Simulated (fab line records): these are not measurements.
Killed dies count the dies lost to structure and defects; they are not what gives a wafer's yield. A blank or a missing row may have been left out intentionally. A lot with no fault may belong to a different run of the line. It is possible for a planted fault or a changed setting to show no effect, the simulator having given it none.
fab line records	flow sky130
[record] lots = 13	wafers = 39	last-day = 50
route steps=708 shown VT_ADJUST_LVTN@106 SONOS_TUNNEL@158 SONOS_ONO@181 PAD_OPEN@708
lots with no fault: from the same line, run without faults
start-h: start of the lot's first displayed wafer, in hours after the record's first day	wait-h: hours elapsed since this lot's preceding step	" the same as in the row above	L1.1+2: several wafers, shown together as one row	- no value, or no start was given	* or withheld: withheld	< > ~ a bound
route shown NAME@n: a module of which the file shows steps, and the number in the route of the first	usual: mean/standard deviation of fault-free wafers	same: alike in all rows	chamber/n: place in a boat	sites: per-site readings	_std_site: standard deviation across them	_edge_site: the outer-site mean with the inner-site mean subtracted	radius-mm: for every site, how far away it sits from the centre of the wafer	mask NAME#n: copy n	behind: the last tool/chamber to shape the wafer	hold: why the lot was held/for how many hours/how that ended	device: transistor that didn't switch, given as n, p or np	end of line: the tests these same wafers got at the end of their route	a step given without rows: its recipe and nothing more	killed: not the wafer's yield, but the dies lost to structure and defects at the first sort	map: dies across one wafer; x = killed, . = not, _ = none there
set.NAME: setting as actually run; set.NAME@STEP: the setting as run at that earlier step	model.NAME: the simulator's own value behind a step, which no gauge read
a sample of lots followed through the steps of the route, with each step as a table and each wafer as a row
services: from which hour (start-h, from the record's first day; less than 0 if before it) a tool's chamber was out of use, for how many hours, and why
[[steps]]
[step SKY_VT_ADJUST_LVTN_STRIP_09]
[recipe] chemistry = O2/N2	power-w = 1400	pressure-mtorr = 1500	platen-temp-c = withheld	o2-flow-sccm = 3000	n2-flow-sccm = 300	overash-fraction = 0.5
[usual] drypump-motor-current-A = 5.8/0.52	n2-flow-sccm = 300.2/1	oes-product-au = 0.722/0.0048	strip-time-to-endpoint-s = 36.96/0.099
lot.wafer	tool	chamber	start-h	wait-h	drypump-motor-current-A	n2-flow-sccm	oes-product-au	rf-hours-counter-h	strip-time-to-endpoint-s
L944.1	plasma-asher-04	1	141.07	0.1	5.5	299.6	0.711	32	36.91
L944.3	"	1	"	"	5.5	300.6	0.716	-	36.84
L944.5	"	0	"	"	6.4	300.8	0.714	-	36.78
L945.1	plasma-asher-04	0	146.27	0.1	6.4	299.7	0.724	33	36.90
L945.3	"	0	"	"	6.4	301.1	0.726	-	37.00
L945.4	"	1	"	"	5.5	300.5	0.707	-	36.98
L946.3	plasma-asher-04	0	151.40	0.1	6.4	299.9	0.725	-	37.01
L946.4	"	1	"	"	5.5	299.4	0.729	-	36.87
L946.6	"	0	"	"	6.4	299.8	0.722	-	36.89
L947.2	plasma-asher-03	1	161.67	0.1	5.8	300.7	0.717	48	36.88
L947.3	"	0	"	"	5.6	301.6	0.723	-	36.91
L947.5	"	1	"	"	5.9	300.7	0.725	-	36.72
L948.2	plasma-asher-03	0	166.02	0.1	5.6	299.6	0.722	49	36.91
L948.3	"	0	"	"	5.6	301.0	0.726	-	36.93
L948.4	"	1	"	"	5.8	298.6	0.722	-	37.00
L949.3	plasma-asher-03	1	169.42	0.1	5.8	300.2	0.720	-	37.03
L949.4	"	0	"	"	5.6	299.8	0.715	-	37.01
L949.6	"	1	"	"	5.8	299.9	0.725	-	36.99
L950.2	plasma-asher-04	0	178.74	0.1	6.4	299.5	0.721	36	36.94
L950.4	"	0	"	"	6.4	299.7	0.730	-	36.89
L950.6	"	0	"	"	6.4	298.5	0.720	-	37.02
L951.2	plasma-asher-03	0	186.26	0.1	5.6	299.7	0.726	51	36.81
L951.5	"	1	"	"	5.8	298.1	0.725	-	36.85
L951.6	"	0	"	"	5.6	301.1	0.721	-	36.79
L954.1	plasma-asher-01	0	206.74	0.1	5.0	300.7	0.727	53	36.93
L954.2	"	1	"	"	6.3	300.9	0.721	53	36.97
L954.4	"	1	"	"	6.3	300.1	0.721	-	36.93
L955.2	plasma-asher-01	1	214.91	0.1	6.4	301.8	0.723	53	37.01
L955.3	"	1	"	"	6.4	301.6	0.729	-	36.99
L955.4	"	0	"	"	4.9	298.6	0.722	-	36.98
L962.1	plasma-asher-01	0	267.97	0.1	4.9	298.6	0.720	59	36.94
L962.4	"	0	"	"	4.9	298.5	0.718	-	36.98
L962.6	"	0	"	"	5.0	298.7	0.724	-	36.93
L964.1	plasma-asher-01	1	277.41	0.1	6.3	300.9	0.728	60	37.14
L964.3	"	1	"	"	6.3	298.1	0.718	-	37.11
L964.5	"	0	"	"	4.9	300.8	0.723	-	36.99
L965.2	plasma-asher-04	0	284.06	0.1	6.4	299.7	0.715	46	37.08
L965.4	"	1	"	"	5.5	301.7	0.722	-	37.19
L965.5	"	0	"	"	6.4	301.5	0.724	-	37.05
[step SKY_VT_ADJUST_LVTN_OVL_MEAS_18]
[usual] VT_ADJUST_LVTN_01_OVL = -0.7/1.4
lot.wafer	tool	chamber	start-h	wait-h	VT_ADJUST_LVTN_01_OVL[nm]
L944.1	overlay-01	-	160.53	0.1	2.0
L944.3	"	-	"	"	2.0
L944.5	"	-	"	"	2.5
L945.1	overlay-01	-	165.75	0.1	-2.2
L945.3	"	-	"	"	-0.5
L945.4	"	-	"	"	-3.1
L946.3	overlay-01	-	171.09	0.1	0.8
L946.4	"	-	"	"	0.9
L946.6	"	-	"	"	-1.5
L947.2	overlay-01	-	181.64	0.1	-0.2
L947.3	"	-	"	"	-1.8
L947.5	"	-	"	"	-1.3
L948.2	overlay-01	-	185.81	0.1	-0.3
L948.3	"	-	"	"	0.6
L948.4	"	-	"	"	0.3
L949.3	overlay-02	-	190.31	0.1	0.4
L949.4	"	-	"	"	-1.5
L949.6	"	-	"	"	0.5
L950.2	overlay-02	-	199.98	0.1	-2.0
L950.4	"	-	"	"	0.4
L950.6	"	-	"	"	-0.5
L951.2	overlay-01	-	207.44	0.1	0.8
L951.5	"	-	"	"	-1.0
L951.6	"	-	"	"	-0.3
L954.1	overlay-01	-	228.38	0.1	0.0
L954.2	"	-	"	"	0.5
L954.4	"	-	"	"	-0.2
L955.2	overlay-02	-	237.99	0.1	3.5
L955.3	"	-	"	"	1.2
L955.4	"	-	"	"	2.6
L962.1	overlay-02	-	290.40	0.1	0.5
L962.4	"	-	"	"	-0.4
L962.6	"	-	"	"	-0.1
L964.1	overlay-01	-	299.27	0.1	-1.6
L964.3	"	-	"	"	0.0
L964.5	"	-	"	"	0.0
L965.2	overlay-02	-	304.89	0.1	-0.6
L965.4	"	-	"	"	0.4
L965.5	"	-	"	"	0.1
[step SKY_SONOS_TUNNEL_EXPOSE_04]
[recipe] mask-id = TUNM	na = 0.6	source-shape = conventional	sigma-outer = 0.6	polarization = unpolarized	target-cd-nm = 410	dose-mj = 136
lot.wafer	tool	chamber	start-h	wait-h	mask
L944.1+3+5	iline-stepper-02	0	237.23	-	TUNM#0
L945.1+3+4	iline-stepper-01	0	241.15	-	TUNM#0
L946.3+4+6	iline-stepper-02	0	249.50	-	TUNM#0
L947.2+3+5	iline-stepper-02	0	261.62	-	TUNM#0
L948.2+3+4	iline-stepper-02	0	264.92	-	TUNM#0
L949.3+4+6	iline-stepper-01	0	271.04	-	TUNM#0
L950.2+4+6	iline-stepper-01	0	282.15	-	TUNM#0
L951.2+5+6	iline-stepper-02	0	289.02	-	TUNM#0
L954.1+2+4	iline-stepper-01	0	308.96	-	TUNM#0
L955.2+3+4	iline-stepper-01	0	319.07	-	TUNM#0
L962.1+4+6	iline-stepper-02	0	380.13	-	TUNM#0
L964.1+3+5	iline-stepper-02	0	393.88	-	TUNM#0
L965.2+4+5	iline-stepper-02	0	399.52	-	TUNM#0
[step SKY_SONOS_TUNNEL_CD_MEAS_07]
[recipe] target-cd-nm = 410
[usual] cd-nm = 410.5/2.2
lot.wafer	tool	chamber	start-h	wait-h	cd-nm
L944.1	cd-sem-02	-	248.93	0.1	406.0
L944.3	"	-	"	"	409.5
L944.5	"	-	"	"	406.5
L945.1	cd-sem-02	-	252.43	0.1	406.9
L945.3	"	-	"	"	407.2
L945.4	"	-	"	"	408.3
L946.3	cd-sem-01	-	261.37	0.1	409.1
L946.4	"	-	"	"	408.5
L946.6	"	-	"	"	409.0
L947.2	cd-sem-02	-	273.17	0.1	407.9
L947.3	"	-	"	"	406.8
L947.5	"	-	"	"	410.2
L948.2	cd-sem-02	-	276.80	0.1	408.3
L948.3	"	-	"	"	409.3
L948.4	"	-	"	"	407.2
L949.3	cd-sem-01	-	282.61	0.1	410.0
L949.4	"	-	"	"	408.5
L949.6	"	-	"	"	412.2
L950.2	cd-sem-02	-	292.50	0.1	414.8
L950.4	"	-	"	"	414.8
L950.6	"	-	"	"	413.5
L951.2	cd-sem-02	-	299.25	0.1	410.2
L951.5	"	-	"	"	412.7
L951.6	"	-	"	"	411.6
L954.1	cd-sem-01	-	321.42	0.1	410.7
L954.2	"	-	"	"	408.7
L954.4	"	-	"	"	409.7
L955.2	cd-sem-02	-	333.80	0.1	408.6
L955.3	"	-	"	"	411.6
L955.4	"	-	"	"	408.7
L962.1	cd-sem-02	-	394.47	0.1	412.9
L962.4	"	-	"	"	411.8
L962.6	"	-	"	"	413.5
L964.1	cd-sem-01	-	408.28	0.1	426.4
L964.3	"	-	"	"	409.3
L964.5	"	-	"	"	420.2
L965.2	cd-sem-02	-	414.34	0.1	416.2
L965.4	"	-	"	"	418.4
L965.5	"	-	"	"	421.0
[step SKY_SONOS_ONO_CD_MEAS_13]
[recipe] target-cd-nm = 410
[usual] cd-nm = 410.7/2.5
lot.wafer	tool	chamber	start-h	wait-h	cd-nm
L944.1	cd-sem-01	-	277.95	0.1	407.1
L944.3	"	-	"	"	406.3
L944.5	"	-	"	"	409.0
L945.1	cd-sem-01	-	283.49	0.1	412.6
L945.3	"	-	"	"	409.6
L945.4	"	-	"	"	411.9
L947.2	cd-sem-02	-	330.71	0.1	412.4
L947.3	"	-	"	"	411.8
L947.5	"	-	"	"	409.6
L946.3	cd-sem-01	-	331.04	0.1	412.2
L946.4	"	-	"	"	408.8
L946.6	"	-	"	"	413.3
L948.2	cd-sem-02	-	332.46	0.1	409.0
L948.3	"	-	"	"	408.2
L948.4	"	-	"	"	409.0
L950.2	cd-sem-02	-	333.54	0.1	410.2
L950.4	"	-	"	"	409.0
L950.6	"	-	"	"	410.4
L949.3	cd-sem-01	-	333.58	0.1	407.0
L949.4	"	-	"	"	407.8
L949.6	"	-	"	"	406.6
L951.2	cd-sem-01	-	333.84	0.1	412.9
L951.5	"	-	"	"	409.5
L951.6	"	-	"	"	411.8
L954.1	cd-sem-02	-	351.90	0.1	408.2
L954.2	"	-	"	"	407.6
L954.4	"	-	"	"	409.5
L955.2	cd-sem-02	-	366.59	0.1	409.7
L955.3	"	-	"	"	409.8
L955.4	"	-	"	"	407.6
L962.1	cd-sem-01	-	433.44	0.1	408.0
L962.4	"	-	"	"	409.1
L962.6	"	-	"	"	408.7
L964.1	cd-sem-02	-	446.60	0.1	411.6
L964.3	"	-	"	"	411.5
L964.5	"	-	"	"	411.4
L965.2	cd-sem-02	-	449.62	0.1	409.0
L965.4	"	-	"	"	411.6
L965.5	"	-	"	"	410.1
[step SKY_PAD_OPEN_PROBE_99]
[usual] killed_at_M0_to_M3 = 43/7	killed_at_M4_up = 3.4/1.9	killed-at-contacts = 24/5.4	killed-at-front-end = 15/4.4	killed-at-other = 0.4/0.63	killed-dies = 86/9.1	killed-open = 46/6.6	killed-short = 39/6.6
[same] gross-dies = 492	killed-at-back-side = 0
lot.wafer	tool	chamber	start-h	wait-h	killed_at_M0_to_M3	killed_at_M4_up	killed-at-contacts	killed-at-front-end	killed-at-other	killed-dies	killed-open	killed-short
L951.2	prober-01	-	1119.52	0.1	40	2	30	9	0	81	43	37
L951.5	prober-01	-	1119.67	0.2	49	3	27	14	0	93	47	46
L951.6	prober-01	-	1119.72	0.2	48	3	41	15	0	107	65	42
// killed by level:class
L951.2 CONTACT:geometric-particle:open=13 VIA2:geometric-particle:open=10 METAL2:geometric-particle:short=8 METAL3:geometric-particle:short=8 CONTACT:geometric-particle:short=6 VIA3:geometric-particle:open=6 LI_CONTACT:geometric-particle:open=5 LI_CONTACT:geometric-particle:short=3
L951.5 VIA1:geometric-particle:open=12 CONTACT:geometric-particle:open=10 METAL2:geometric-particle:short=10 LI_CONTACT:geometric-particle:open=8 VIA1:geometric-particle:short=7 VIA2:geometric-particle:short=5 CONTACT:geometric-particle:short=4 METAL1:geometric-particle:short=4
L951.6 CONTACT:geometric-particle:open=17 LI_CONTACT:geometric-particle:open=11 VIA1:geometric-particle:open=10 VIA3:geometric-particle:open=9 VIA2:geometric-particle:open=8 VIA1:geometric-particle:short=7 LI_CONTACT:geometric-particle:short=6 METAL1:geometric-particle:short=6
[[services]]
tool	chamber	start-h	hours	kind
iline-stepper-02	0	198.81	-	calibration
iline-stepper-01	-	229.06	1.7	pm
plasma-asher-03	-	230.29	2.3	repair
iline-stepper-01	-	253.33	4.5	repair
plasma-asher-03	-	258.05	1.7	repair
iline-stepper-01	0	272.87	-	calibration
plasma-asher-04	-	311.37	15.6	pm
iline-stepper-01	-	313.72	0.7	repair
iline-stepper-01	-	319.35	8.8	repair
iline-stepper-02	-	328.16	1.7	pm
plasma-asher-04	-	365.08	2.8	pm
iline-stepper-01	-	393.34	2.1	pm
iline-stepper-01	-	395.42	-	consumable-replace:lamp
[[key]]
[first-sign] step = SKY_SONOS_TUNNEL_CD_MEAS_07	reading = cd-nm	direction = up	sigmas = 3.7	usual = 410.5	struck = 418.6	wafers-moved = 5
effect none on later readings
met-at SKY_SONOS_TUNNEL_EXPOSE_04
struck-lots L964,L965
tester-left-out L964,L965
not-acting-at SKY_VT_ADJUST_LVTN_STRIP_09,SKY_VT_ADJUST_LVTN_OVL_MEAS_18,SKY_SONOS_ONO_CD_MEAS_13
onset-between 380.13 393.88
also-fits time
[fault] kind = process-parameter-drift	tool = iline-stepper-02	chamber = -	onset-h = 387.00	steps = SKY_SONOS_TUNNEL_EXPOSE_04	channel = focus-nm	offset = 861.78	spread-by-wafer = 0.3	shape = step	end-h = 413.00
// tester-left-out: of these lots the tester's yield and bins aren't shown, on N5 and GAA mostly nor the transistor test; their killed dies are dies lost to structure and defects alone, not to doping, threshold or leakage, so they don't give the yield
